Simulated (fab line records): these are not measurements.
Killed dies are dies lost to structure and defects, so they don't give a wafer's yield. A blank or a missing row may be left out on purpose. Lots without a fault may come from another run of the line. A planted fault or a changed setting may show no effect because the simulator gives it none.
Which tool was responsible?    flow sky130    11 lots with 33 wafers sampled at 6 steps, on a route of 708 steps

## WHAT THE GAUGES SHOWED, per wafer
The record holds no reading of a measuring or inspecting step that can be judged against a usual standard deviation.

## TOOL THAT RAN EACH LOT (tool first, then ch and the chambers of the sampled wafers, then the start)
lot   SKY_CAP2M_CVD_00                 SKY_VIA4_CMP_02                SKY_PASSIVATION_CVD_02           SKY_PAD_OPEN_COAT_02               SKY_PAD_OPEN_STRIP_08                 SKY_PAD_OPEN_PROBE_99
L537  pecvd-04 ch 0,1,2, day 39 23:20  cmp-01 ch 0,1,3, day 42 00:58  pecvd-02 ch 0,1, day 44 02:07    litho track-04 ch 0, day 45 11:07  plasma asher-01 ch 0,1, day 45 21:48  -
L539  pecvd-04 ch 0,2, day 40 18:10    cmp-01 ch 0,1,2, day 42 20:37  pecvd-03 ch 0,2, day 44 20:37    litho track-04 ch 0, day 46 04:20  plasma asher-04 ch 0,1, day 46 15:16  -
L543  pecvd-02 ch 0,2, day 42 16:50    cmp-02 ch 0,1,2, day 44 16:38  pecvd-02 ch 0,1, day 46 13:52    litho track-03 ch 0, day 47 19:08  plasma asher-01 ch 0,1, day 48 05:18  -
L546  pecvd-02 ch 0,1,2, day 42 19:07  cmp-01 ch 0,1,3, day 44 19:28  pecvd-03 ch 1,2, day 46 16:45    litho track-04 ch 0, day 47 22:20  plasma asher-02 ch 0,1, day 48 09:05  -
L548  pecvd-04 ch 0, day 43 07:55      cmp-01 ch 0,2,3, day 45 06:04  pecvd-03 ch 0,2, day 47 02:31    litho track-04 ch 0, day 48 08:26  plasma asher-01 ch 1, day 48 17:43    prober-01, day 48 19:58
L550  pecvd-01 ch 0,1,2, day 43 19:38  cmp-01 ch 0,2,3, day 45 17:37  pecvd-04 ch 0,1,2, day 47 13:10  litho track-01 ch 0, day 48 17:49  plasma asher-04 ch 0,1, day 49 03:29  prober-02, day 49 05:49
L551  pecvd-01 ch 0,1, day 44 04:43    cmp-01 ch 0,1,3, day 46 01:52  pecvd-03 ch 1,2, day 47 21:26    litho track-01 ch 0, day 49 01:25  plasma asher-01 ch 0,1, day 49 11:07  -
L552  pecvd-04 ch 0,1, day 44 09:10    cmp-01 ch 0,1,2, day 46 05:25  pecvd-03 ch 1,2, day 48 00:26    litho track-03 ch 0, day 49 05:00  plasma asher-01 ch 0,1, day 49 13:57  -
L556  pecvd-04 ch 0,1,2, day 45 11:45  cmp-02 ch 0,1,3, day 47 07:03  pecvd-02 ch 0,1, day 49 00:07    litho track-01 ch 0, day 50 01:13  plasma asher-02 ch 0,1, day 50 09:43  -
L557  pecvd-01 ch 0,1,2, day 45 15:22  cmp-01 ch 0,2, day 47 10:36    pecvd-04 ch 1,2, day 49 03:21    litho track-01 ch 0, day 50 05:00  plasma asher-04 ch 0, day 50 13:22    -
L558  pecvd-04 ch 0,1, day 45 22:04    cmp-01 ch 2,3, day 47 16:20    pecvd-02 ch 0,1, day 49 09:25    litho track-03 ch 0, day 50 09:56  plasma asher-04 ch 0,1, day 50 17:49  -
- SKY_CAP2M_CVD_00: deposits SiO2, target thk 15.5 nm.
- SKY_VIA4_CMP_02: polishes SiO2.
- SKY_PASSIVATION_CVD_02: deposits Si3N4, target thk 540 nm.
- SKY_PAD_OPEN_COAT_02: resist thk 3000 nm.
- SKY_PAD_OPEN_STRIP_08: strips in O2/N2.
- SKY_PAD_OPEN_PROBE_99

## AS READ BY THE TOOLS THEMSELVES (means over the sampled wafers that have a number; for cases with no such wafer, the mark the record gives instead)
SKY_CAP2M_CVD_00. Usual: heater power w 745 W, standard deviation 73.
lot   tool      heater power w (W)  flag
L537  pecvd-04  781                 
L539  pecvd-04  724                 
L543  pecvd-02  658                 
L546  pecvd-02  789                 
L548  pecvd-04  713                 
L550  pecvd-01  764                 
L551  pecvd-01  742                 
L552  pecvd-04  773                 
L556  pecvd-04  724                 
L557  pecvd-01  729                 
L558  pecvd-04  812                 

SKY_VIA4_CMP_02. Usual: motor current A 11.6 A, standard deviation 1; retaining ring pressure frac 1.000, standard deviation 0.0051.
lot   tool    motor current A (A)  retaining ring pressure frac  flag
L537  cmp-01  11.6                 0.999                         
L539  cmp-01  11.6                 0.999                         
L543  cmp-02  10.9                 1.004                         
L546  cmp-01  11.7                 1.003                         
L548  cmp-01  12.8                 1.001                         
L550  cmp-01  12.8                 1.000                         
L551  cmp-01  12.0                 0.997                         
L552  cmp-01  11.7                 1.001                         
L556  cmp-02  11.8                 0.997                         
L557  cmp-01  12.0                 0.998                         
L558  cmp-01  12.8                 0.998                         

SKY_PASSIVATION_CVD_02. Usual: heater power w 742 W, standard deviation 81.
lot   tool      heater power w (W)  flag
L537  pecvd-02  743                 
L539  pecvd-03  768                 
L543  pecvd-02  764                 
L546  pecvd-03  697                 
L548  pecvd-03  759                 
L550  pecvd-04  782                 
L551  pecvd-03  683                 
L552  pecvd-03  706                 
L556  pecvd-02  745                 
L557  pecvd-04  817                 
L558  pecvd-02  754                 

SKY_PAD_OPEN_COAT_02. Usual: spin speed rpm 2000.0 rpm, standard deviation 1.6.
lot   tool            spin speed rpm (rpm)  flag
L537  litho track-04  1999.6                
L539  litho track-04  1999.0                
L543  litho track-03  2000.6                
L546  litho track-04  2065.8                OFF
L548  litho track-04  2068.2                OFF
L550  litho track-01  1999.9                
L551  litho track-01  1999.2                
L552  litho track-03  2000.4                
L556  litho track-01  1998.8                
L557  litho track-01  2001.9                
L558  litho track-03  2000.9                

SKY_PAD_OPEN_STRIP_08. Usual: drypump motor current A 5.4 A, standard deviation 0.36; oes product au 0.663 a.u., standard deviation 0.0043; strip time to endpoint s 37.07 s, standard deviation 0.1.
lot   tool             drypump motor current A (A)  oes product au (a.u.)  strip time to endpoint s (s)  flag
L537  plasma asher-01  5.5                          0.660                  37.04                         
L539  plasma asher-04  5.3                          0.662                  37.21                         
L543  plasma asher-01  5.5                          0.663                  37.03                         
L546  plasma asher-02  5.4                          0.662                  36.42                         OFF
L548  plasma asher-01  5.5                          0.659                  36.49                         OFF
L550  plasma asher-04  5.2                          0.666                  37.11                         
L551  plasma asher-01  5.5                          0.662                  37.11                         
L552  plasma asher-01  5.5                          0.664                  37.24                         
L556  plasma asher-02  5.5                          0.664                  37.09                         
L557  plasma asher-04  5.7                          0.665                  37.22                         
L558  plasma asher-04  5.4                          0.665                  37.18                         

SKY_PAD_OPEN_PROBE_99. Usual: defect limited yield 82.2 %, standard deviation 1.8; killed_at_M0_to_M3 44, standard deviation 7.1; killed_at_M4_up 3.1, standard deviation 1.9; killed at contacts 25, standard deviation 5.8; killed at front end 16, standard deviation 4.5; killed at other 0.3, standard deviation 0.52; killed dies 88, standard deviation 9.1; killed open 48, standard deviation 6.8; killed short 39, standard deviation 5.8; sort_bin_3_pad_short 0.9 %, standard deviation 0.4; sort_bin_5_function 10.6 %, standard deviation 1.4; sort_bin_6_memory 6.3 %, standard deviation 1.1; sort n pass 404, standard deviation 9.1; sort yield pct 82.2 %, standard deviation 1.8.
lot   tool       defect limited yield (%)  killed_at_M0_to_M3  killed_at_M4_up  killed at contacts  killed at front end  killed at other  killed dies  killed open  killed short  sort_bin_3_pad_short (%)  sort_bin_5_function (%)  sort_bin_6_memory (%)  sort n pass  sort yield pct (%)  flag
L548  prober-01  82.7                      39                  3.0              25                  18                   0.0              85           42           44            1.1                       10.7                     5.6                    407          82.7                
L550  prober-02  82.8                      42                  2.3              25                  15                   0.3              85           45           40            0.7                       10.8                     5.7                    407          82.8                

## THE ANSWER, worked out from the rows above alone
Rule: a lot counts as off when the mean over its wafers that have a number is more than 3 standard deviations away from the usual mean. Also off: a lot with no number at a reading for which 4 or more lots have one. Where the step has rows for the other lots, those lots are counted as sound. The gauges are gone through in route order, then the tools' own readings, and for those a lot's mean is taken as printed above. At the first step where some lot is off, the reading lying furthest off is the one used; lots without a number count as furthest.
Off at SKY_PAD_OPEN_COAT_02 (spin speed rpm): L546, L548.
A tool fits if, at that step or a process step before it, it ran every lot that is off, and no sound lot after the first of them. One fits: litho track-04 at SKY_PAD_OPEN_COAT_02. A fault onset in the window from L539 (day 46 04:20, its last sound lot) to L546 (day 47 22:20, its first lot off) fits.
The tool's own readings at SKY_PAD_OPEN_COAT_02 bear it out: on the lots that are off they differ by more than 5 times the standard deviation of the sound lots' means. spin speed rpm reads 2067.0 rpm there against 2000.0 rpm on the sound lots.

## WHAT THE SIMULATOR HAD PUT IN
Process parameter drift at SKY_PAD_OPEN_COAT_02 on litho track-04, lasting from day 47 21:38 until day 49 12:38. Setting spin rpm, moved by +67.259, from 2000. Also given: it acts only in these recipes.
Lots struck among those shown: L546, L548. This agrees with what the rule above found.
